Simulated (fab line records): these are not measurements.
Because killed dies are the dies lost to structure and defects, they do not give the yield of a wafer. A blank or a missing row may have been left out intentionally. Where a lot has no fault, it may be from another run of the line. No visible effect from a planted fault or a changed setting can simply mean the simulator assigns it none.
Which tool did it? ; flow sky130 ; 13 lots with 39 wafers sampled at 3 steps, on a route of 708 steps

== WHAT THE GAUGES READ, wafer by wafer ==
SKY_VIA3_OVL_MEAS_13. Usual: VIA3_OVL gives -2 nm (standard deviation 5.9).
lot;measured;on;VIA3_OVL (nm);flag
L218;day 39 23:34;overlay-01;2 -14 -2;
L219;day 40 09:05;overlay-02;3 6 3;
L222;day 41 07:04;overlay-01;6 10 1;
L223;day 41 13:49;overlay-01;-3 -7 -2;
L225;day 42 02:20;overlay-01;1 -6 -12;
L224;day 42 03:37;overlay-01;-5 7 4;
L229;day 43 10:07;overlay-01;-1 -4 5;
L231;day 43 18:59;overlay-02;-7 7 -8;
L232;day 44 07:12;overlay-02;1 7 0;
L233;day 44 12:41;overlay-01;-1 -6 -3;
L238;day 45 10:04;overlay-01;-7 -9 1;
L239;day 45 16:39;overlay-02;-8 -6 -11;
L240;day 45 23:05;overlay-02;-4 -5 -3;

SKY_VIA4_THK_MEAS_01. Usual: VIA4_HDPCVD_THK gives 1751 nm (standard deviation 22).
lot;measured;on;VIA4_HDPCVD_THK (nm);flag
L218;day 42 02:11;film_metro-03;1761 1762 1724;
L219;day 42 12:22;film_metro-03;1753 1750 1735;
L222;day 43 09:22;film_metro-03;1759 1731 1716;
L223;day 43 15:16;film_metro-01;1721 1752 1720;
L225;day 44 04:23;film_metro-04;1779 1746 1755;
L224;day 44 05:31;film_metro-03;1728 1753 1744;
L229;day 45 09:16;film_metro-01;1808 1764 1779;
L231;day 45 17:36;film_metro-04;1764 1722 1715;
L232;day 46 05:48;film_metro-04;1758 1727 1744;
L233;day 46 10:29;film_metro-03;1782 1778 1808;
L238;day 47 06:37;film_metro-04;1760 1797 1796;
L239;day 47 13:30;film_metro-01;1748 1749 1752;
L240;day 47 19:11;film_metro-01;1740 1740 1747;

SKY_VIA4_RS_MEAS_19: a four-point-probe measurement. Usual: VIA4_W_RS gives 0.2314 ohm/sq (standard deviation 0.003).
lot;measured;on;VIA4_W_RS (ohm/sq);flag
L218;day 43 02:59;film_metro-04;0.2295 0.2344 0.2320;
L219;day 43 12:36;film_metro-04;0.2303 0.2304 0.2343;
L222;day 44 08:29;film_metro-04;0.2366 0.2333 0.2303;
L223;day 44 14:26;film_metro-03;0.2342 0.2388 0.2315;
L225;day 45 04:26;film_metro-03;0.2355 0.2318 0.2338;
L224;day 45 04:46;film_metro-04;0.2261 0.2251 0.2305;
L229;day 46 07:06;film_metro-03;0.2352 0.2368 0.2327;
L231;day 46 14:59;film_metro-01;0.2351 0.2305 0.2266;
L232;day 47 04:01;film_metro-03;0.2337 0.2283 0.2329;
L233;day 47 07:40;film_metro-03;0.2334 0.2290 0.2350;
L238;day 48 03:40;film_metro-03;0.2322 0.2266 0.2317;
L239;day 48 10:17;film_metro-04;0.2315 0.2282 0.2348;
L240;day 48 14:52;film_metro-04;0.2317 0.2246 0.2313;

== TOOL THAT RAN EACH LOT (tool first, then ch and the chambers of the sampled wafers, then the start) ==
The record shows no process step preceding these readings.

== WHAT THE TOOLS THEMSELVES READ (means of the sampled wafers that have a number; where no wafer has one, the mark that the record gives instead) ==
The record holds no such reading with a usual standard deviation.

== THE ANSWER, worked out from the rows above alone ==
Rule: a lot is off if the mean of its wafers that have a number lies more than 3 standard deviations from the usual mean. Also off: a lot with no number at a reading for which 4 or more lots have one. Where the step has rows for the other lots, those lots are counted as sound. The gauges are gone through in route order, then the tools' own readings, and for those a lot's mean is taken as printed above. The first step at which some lot is off is used, and at that step the reading that is off furthest; a lot without a number counts as furthest.
Nothing can be told from this: no lot is off at any reading shown.

== WHAT THE SIMULATOR PUT IN ==
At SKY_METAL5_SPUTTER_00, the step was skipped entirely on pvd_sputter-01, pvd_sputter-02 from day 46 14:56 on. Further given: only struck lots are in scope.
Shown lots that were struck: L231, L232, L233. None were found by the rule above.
